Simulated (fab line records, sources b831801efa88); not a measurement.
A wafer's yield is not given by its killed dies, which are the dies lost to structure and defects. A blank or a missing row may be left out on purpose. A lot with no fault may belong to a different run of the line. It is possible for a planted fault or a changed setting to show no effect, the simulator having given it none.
Matching of chambers | flow sky130 | rie-diel-04 running SKY_METAL3_ETCH_17: 4 sister chambers
The step etches SiO2 in C4F8/O2/Ar, stops on TiN, time 3.9 s, target depth 15 nm. 8 wafers are shown with their chamber, then 12 later ones without.

## WAFERS WITH THEIR CHAMBER
wafer  | chamber | oes-product-au (a.u.)
L088.4 | 3       | 0.776
L089.2 | 0       | 0.745
L089.4 | 1       | 0.758
L090.5 | 1       | 0.760
L090.6 | 2       | 0.742
L092.1 | 0       | 0.750
L092.3 | 2       | 0.738
L092.4 | 3       | 0.767

## WAFERS WITHOUT THEIR CHAMBER
wafer  | oes-product-au (a.u.)
L094.2 | 0.751
L094.4 | 0.759
L094.6 | 0.753
L095.3 | 0.752
L095.4 | 0.763
L095.5 | 0.760
L096.4 | 0.764
L096.5 | 0.757
L096.6 | 0.758
L097.3 | 0.742
L097.4 | 0.753
L097.5 | 0.748

## WHICH CHAMBER EACH WENT THROUGH
wafer  | from the rows above          | in truth
L094.2 | can't be placed: 0 or 1 or 2 | 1
L094.4 | 1                            | 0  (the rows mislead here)
L094.6 | can't be placed: 0 or 1 or 2 | 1
L095.3 | can't be placed: 0 or 1 or 2 | 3
L095.4 | can't be placed: 1 or 3      | 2
L095.5 | 1                            | 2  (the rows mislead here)
L096.4 | can't be placed: 1 or 3      | 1
L096.5 | can't be placed: 1 or 0      | 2
L096.6 | 1                            | 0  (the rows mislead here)
L097.3 | can't be placed: 2 or 0      | 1
L097.4 | can't be placed: 0 or 1 or 2 | 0
L097.5 | can't be placed: 0 or 2      | 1
0 of 12 placed correctly. These rows do not allow placing 9 (true chamber among the candidates in 4). Wrongly placed: 3.
How it was worked out, from the rows above alone: a wafer's distance from a chamber is the root of the sum, over the readings, of the square of ((its reading less the chamber's mean) divided by the reading's scatter). The wafer belongs to the nearest chamber; if the next one is less than 2 further off, it can't be placed. A chamber's mean is the mean of its shown wafers. How the scatter is found: for the shown wafers, subtract from each reading the mean of its chamber, square and add these, divide the total by (wafers less chambers), then take the root.
